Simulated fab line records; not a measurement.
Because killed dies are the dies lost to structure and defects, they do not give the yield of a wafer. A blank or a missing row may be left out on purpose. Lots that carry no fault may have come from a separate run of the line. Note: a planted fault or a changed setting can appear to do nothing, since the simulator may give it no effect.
Problem report in the 8D (eight disciplines) form, filled by code || flow sfq_line || the parts of the form that need people (team, actions taken, sign-off) are left out

1. THE PROBLEM
tube_center_temp_C at SFQ_TRILAYER_INCOMING_OXIDATION_002 reads a mean of 1025 C on 6 wafers of 2 lots; wafers without a fault read 1000 C with a standard deviation of 0.091. That is +99 or more standard deviations from the usual mean.
The step: target thk 500 nm, ox time 4939 s.
The first sign was on wafer L974.1 at day 4 13:07, on furnace-02. Wafers with a number at this step in the record: 18, from 6 lots. Rule for "out" (also "out of limits"): further than 4 standard deviations from the usual mean. The other wafers with a number count as sound.

2. WHAT THIS IS AND IS NOT
{"question": "which readings at this step", "is": "tube_center_temp_C, spike_tc_bottom_C, spike_tc_centre_C, spike_tc_lower_C, spike_tc_top_C, spike_tc_upper_C, tube_center_temp_C_max, zone_power_bottom_pct", "is not": "-"}
{"question": "which lots", "is": "L974, L976", "is not": "L960, L964, L979, L981"}
{"question": "which wafers of those lots", "is": "all that have a number", "is not": "-"}
{"question": "read on which tools", "is": "furnace-02", "is not": "furnace-01"}
{"question": "when", "is": "from day 4 13:07", "is not": "up to then (6 sound wafers); but 6 sound wafers of L979, L981 came after"}

3. THE SUSPECTS, EACH WITH WHAT RULES IT OUT
Counting: a tool at any process step up to the reading remains a suspect when it ran all the lots that are out and ran no sound lot after the first of those.
- furnace-02 at SFQ_TRILAYER_INCOMING_OXIDATION_002 (target thk 500 nm, ox time 4939 s): kept. It processed each lot that is out, first L974 at day 4 13:07, and no sound lot thereafter; up to then, the last sound lot it processed was L964 at day 2 11:07. Its own readings are out on those wafers: spike_tc_bottom_C, spike_tc_centre_C, spike_tc_lower_C, spike_tc_top_C, spike_tc_upper_C, tube_center_temp_C, tube_center_temp_C_max, zone_power_bottom_pct.
Left after counting: furnace-02 at SFQ_TRILAYER_INCOMING_OXIDATION_002.

4. THE CAUSE (what the simulator had put in)
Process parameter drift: furnace-02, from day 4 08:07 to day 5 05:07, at SFQ_TRILAYER_INCOMING_OXIDATION_002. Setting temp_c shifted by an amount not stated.
Counting left only this tool.

5. THE EFFECT CHAIN, in route order
Rows list readings where the struck wafers' mean (over those with a number) sits beyond 3 standard deviations from the usual. Scope: only readings with a usual standard deviation given in the record; hours: median across lots of the time from each lot's start at the first step in this table that gives one to its start at this step; sigmas: change in usual standard deviations.
{"hours": 0, "step": "SFQ_TRILAYER_INCOMING_OXIDATION_002", "reading": "spike_tc_bottom_C", "usual": "1018 C", "on struck wafers": 1047, "change": "+29", "sigmas": "+7.6"}
{"hours": 0, "step": "SFQ_TRILAYER_INCOMING_OXIDATION_002", "reading": "spike_tc_centre_C", "usual": "1000.0 C", "on struck wafers": 1025.2, "change": "+25.2", "sigmas": "+27"}
{"hours": 0, "step": "SFQ_TRILAYER_INCOMING_OXIDATION_002", "reading": "spike_tc_lower_C", "usual": "1000.5 C", "on struck wafers": 1024.4, "change": "+23.9", "sigmas": "+22"}
{"hours": 0, "step": "SFQ_TRILAYER_INCOMING_OXIDATION_002", "reading": "spike_tc_top_C", "usual": "1009.6 C", "on struck wafers": 1032.9, "change": "+23.3", "sigmas": "+18"}
{"hours": 0, "step": "SFQ_TRILAYER_INCOMING_OXIDATION_002", "reading": "spike_tc_upper_C", "usual": "1000.2 C", "on struck wafers": 1026.0, "change": "+25.8", "sigmas": "+27"}
{"hours": 0, "step": "SFQ_TRILAYER_INCOMING_OXIDATION_002", "reading": "tube_center_temp_C", "usual": "1000 C", "on struck wafers": 1025, "change": "+25", "sigmas": "+99 or more"}
{"hours": 0, "step": "SFQ_TRILAYER_INCOMING_OXIDATION_002", "reading": "tube_center_temp_C_max", "usual": 1002.6, "on struck wafers": 1027.5, "change": "+24.9", "sigmas": "+58"}
{"hours": 0, "step": "SFQ_TRILAYER_INCOMING_OXIDATION_002", "reading": "zone_power_bottom_pct", "usual": "33.4 %", "on struck wafers": 35.9, "change": "+2.5", "sigmas": "+6.3"}
Process steps it contains:
- SFQ_TRILAYER_INCOMING_OXIDATION_002: target thk 500 nm, ox time 4939 s.

6. HOW IT WOULD HAVE BEEN CAUGHT EARLIER
In this record the first reading out of limits was taken at day 4 13:07, 5 hours after the fault began at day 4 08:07.
